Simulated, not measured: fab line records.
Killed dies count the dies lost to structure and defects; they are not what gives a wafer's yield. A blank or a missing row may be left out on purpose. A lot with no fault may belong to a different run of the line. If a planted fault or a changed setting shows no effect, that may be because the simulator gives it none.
Matching of chambers / flow gf180mcu / 4 sister chambers for GF_V2_CMP_26 on cmp-02
The step polishes, stops on SiO2, t overpolish 15 s, target thk 0 nm. 18 wafers are shown with their chamber, then 9 later ones without.

## EACH WAFER AND ITS CHAMBER
wafer=L076.1; chamber=2; motor_current_A (A)=10.5; overpolish_run_s (s)=15.021; time_to_endpoint_s (s)=85.2
wafer=L076.2; chamber=1; motor_current_A (A)=12.4; overpolish_run_s (s)=14.988; time_to_endpoint_s (s)=82.6
wafer=L076.6; chamber=1; motor_current_A (A)=11.8; overpolish_run_s (s)=15.013; time_to_endpoint_s (s)=82.1
wafer=L080.1; chamber=2; motor_current_A (A)=10.4; overpolish_run_s (s)=15.010; time_to_endpoint_s (s)=88.0
wafer=L080.5; chamber=3; motor_current_A (A)=12.1; overpolish_run_s (s)=15.012; time_to_endpoint_s (s)=89.4
wafer=L080.6; chamber=0; motor_current_A (A)=11.6; overpolish_run_s (s)=15.002; time_to_endpoint_s (s)=82.6
wafer=L081.1; chamber=3; motor_current_A (A)=12.8; overpolish_run_s (s)=15.000; time_to_endpoint_s (s)=85.4
wafer=L081.4; chamber=1; motor_current_A (A)=12.9; overpolish_run_s (s)=15.000; time_to_endpoint_s (s)=87.3
wafer=L081.5; chamber=2; motor_current_A (A)=10.1; overpolish_run_s (s)=15.001; time_to_endpoint_s (s)=85.7
wafer=L085.1; chamber=0; motor_current_A (A)=11.5; overpolish_run_s (s)=14.993; time_to_endpoint_s (s)=84.3
wafer=L085.5; chamber=0; motor_current_A (A)=11.9; overpolish_run_s (s)=14.989; time_to_endpoint_s (s)=83.3
wafer=L085.6; chamber=1; motor_current_A (A)=12.8; overpolish_run_s (s)=15.005; time_to_endpoint_s (s)=85.0
wafer=L086.1; chamber=1; motor_current_A (A)=12.5; overpolish_run_s (s)=14.988; time_to_endpoint_s (s)=85.4
wafer=L086.2; chamber=0; motor_current_A (A)=11.9; overpolish_run_s (s)=14.998; time_to_endpoint_s (s)=76.5
wafer=L086.3; chamber=3; motor_current_A (A)=12.3; overpolish_run_s (s)=15.023; time_to_endpoint_s (s)=81.3
wafer=L087.3; chamber=2; motor_current_A (A)=10.7; overpolish_run_s (s)=14.995; time_to_endpoint_s (s)=87.2
wafer=L087.5; chamber=2; motor_current_A (A)=9.9; overpolish_run_s (s)=14.999; time_to_endpoint_s (s)=83.7
wafer=L087.6; chamber=1; motor_current_A (A)=12.9; overpolish_run_s (s)=14.993; time_to_endpoint_s (s)=86.0

SIGNATURES, as means of the wafers listed above
reading=motor_current_A; chamber 0=11.725; chamber 1=12.550; chamber 2=10.320; chamber 3=12.400; scatter within a chamber=0.347
reading=overpolish_run_s; chamber 0=14.99550; chamber 1=14.99783; chamber 2=15.00520; chamber 3=15.01167; scatter within a chamber=0.00963
reading=time_to_endpoint_s; chamber 0=81.675; chamber 1=84.733; chamber 2=85.960; chamber 3=85.367; scatter within a chamber=2.69
Rule: a wafer's distance from a chamber is the root of the sum, over the readings, of the square of ((its reading less the chamber's mean) divided by the reading's scatter). The wafer belongs to the nearest chamber; if the next one is less than 2 further off, it can't be placed. The scatter is the square root of a quotient: the sum, over the shown wafers, of each reading's squared deviation from its chamber's mean, divided by wafers minus chambers.

## WAFERS MISSING THEIR CHAMBER
wafer=L089.2; motor_current_A (A)=12.3; overpolish_run_s (s)=14.995; time_to_endpoint_s (s)=86.3
wafer=L089.3; motor_current_A (A)=11.6; overpolish_run_s (s)=15.007; time_to_endpoint_s (s)=84.0
wafer=L089.6; motor_current_A (A)=12.5; overpolish_run_s (s)=14.993; time_to_endpoint_s (s)=85.7
wafer=L095.2; motor_current_A (A)=12.3; overpolish_run_s (s)=14.997; time_to_endpoint_s (s)=79.6
wafer=L095.5; motor_current_A (A)=11.7; overpolish_run_s (s)=15.001; time_to_endpoint_s (s)=77.3
wafer=L095.6; motor_current_A (A)=12.4; overpolish_run_s (s)=15.004; time_to_endpoint_s (s)=82.4
wafer=L096.1; motor_current_A (A)=12.3; overpolish_run_s (s)=15.018; time_to_endpoint_s (s)=81.1
wafer=L096.4; motor_current_A (A)=10.0; overpolish_run_s (s)=15.005; time_to_endpoint_s (s)=79.8
wafer=L096.6; motor_current_A (A)=12.8; overpolish_run_s (s)=15.006; time_to_endpoint_s (s)=80.4

## THE CHAMBER EACH PASSED THROUGH
wafer=L089.2; from the rows above=can't be placed: 1 or 3 or 0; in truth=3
wafer=L089.3; from the rows above=can't be placed: 0 or 3 or 1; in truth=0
wafer=L089.6; from the rows above=can't be placed: 1 or 3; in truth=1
wafer=L095.2; from the rows above=can't be placed: 0 or 1 or 3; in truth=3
wafer=L095.5; from the rows above=can't be placed: 0 or 1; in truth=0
wafer=L095.6; from the rows above=can't be placed: 1 or 3 or 0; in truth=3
wafer=L096.1; from the rows above=can't be placed: 3 or 1 or 0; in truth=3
wafer=L096.4; from the rows above=2; in truth=2
wafer=L096.6; from the rows above=can't be placed: 1 or 3 or 0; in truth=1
1 of 9 placed correctly. Can't be placed from these rows: 8 (the true chamber is among the candidates in 8). Number placed wrongly: 0.
